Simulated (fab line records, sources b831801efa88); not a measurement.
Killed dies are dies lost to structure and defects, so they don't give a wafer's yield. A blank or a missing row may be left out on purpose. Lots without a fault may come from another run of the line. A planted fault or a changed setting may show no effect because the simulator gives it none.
A struck lot beside a sound one | flow sky130 | 14 steps out of a route of 708
Sound: wafers L484.1, L484.2, L484.6. Struck: wafers L481.2, L481.3, L481.5. The cause comes at the end.
At each step with rows: each side's tool, then ch and its chambers, then its first start. Under that, the readings that differ: sound wafers | struck wafers | difference of the means | sigmas: that difference in standard deviations of wafers without a fault.
alike: readings whose means differ by less than 2 such deviations, and words and numbers that are the same on both sides. not compared: withheld readings, readings that some wafer has no value for, bounds like >300 that may hide the same value, and numbers for which the record gives no deviation and whose values overlap.
The two part at a step that has a row with sigmas, a row that says differs or no value, or rows on one side only. Numbers that don't overlap but have no deviation are shown without sigmas and don't part them. A reading that every wafer of one side lacks parts them only if that side has two wafers or more.

SKY_METAL1_SPUTTER_02: material AlCu, target thk 250 nm, time 13.3 s.
  sound on pvd_sputter-02, day 37 11:27; struck on pvd_sputter-02, day 36 17:36
  alike: throttle_valve_pct
SKY_METAL1_SPUTTER_03: material Ti, target thk 5 nm, time 3.3 s.
  sound on pvd_sputter-02, day 37 11:28; struck on pvd_sputter-02, day 36 17:37
  alike: throttle_valve_pct
SKY_METAL1_SPUTTER_04: material TiN, target thk 70 nm, time 58.3 s.
  sound on pvd_sputter-02, day 37 11:29; struck on pvd_sputter-02, day 36 17:38
  alike: throttle_valve_pct
SKY_METAL1_RS_MEAS_05: measures by four-point-probe.
  sound on film_metro-03, day 37 11:32; struck on film_metro-01, day 36 17:43
  alike: METAL1_ALCU_RS
SKY_METAL1_THK_MEAS_06: measures by xrf.
  sound on film_metro-03, day 37 11:40; struck on film_metro-01, day 36 17:49
  alike: METAL1_ALCU_THK
then, 4 steps without rows for these wafers: SKY_METAL1_DEHYDRATE_07 (time 60 s); SKY_METAL1_HMDS_08 (prime time 60 s); SKY_METAL1_COAT_09 (resist thk 60 nm); SKY_METAL1_COAT_10 (resist thk 450 nm).
SKY_METAL1_SOFTBAKE_11: time 93.86 s.
  sound on litho_track-04 ch 0; struck on litho_track-03 ch 0
  alike: plate_sensor_t_centre_C, plate_sensor_t_edge_C
then, 2 steps without rows for these wafers: SKY_METAL1_EXPOSE_12 (exposes mask MM1, target cd 140 nm); SKY_METAL1_PEB_13.
SKY_METAL1_DEVELOP_14: develop time 60 s.
  sound on litho_track-03 ch 0, day 38 13:00; struck on litho_track-03, day 37 20:00
  no value came back on the struck wafers for chill_plate_temp_C (C), develop_time_s (s); on the sound wafers chill_plate_temp_C (C) reads 23.15 23.37 23.05
  reading                                       | sound             | struck            | difference | sigmas
  model.KrF-thick_of_METAL1_COAT_10.thk_nm (nm) | 434.8 435.8 434.9 | 446.2 447.3 448.6 | +12.2      |
SKY_METAL1_CD_MEAS_15: target cd 140 nm.
  sound on cd_sem-01, day 38 13:22; struck on cd_sem-01, day 37 20:11
  reading    | sound             | struck | difference                    | sigmas
  cd_nm (nm) | 142.0 144.2 143.6 | - - -  | no value on the struck wafers |

WHERE THEY PART
First at SKY_METAL1_DEVELOP_14; last, within this record, at SKY_METAL1_CD_MEAS_15.

WHY: what the simulator had put in
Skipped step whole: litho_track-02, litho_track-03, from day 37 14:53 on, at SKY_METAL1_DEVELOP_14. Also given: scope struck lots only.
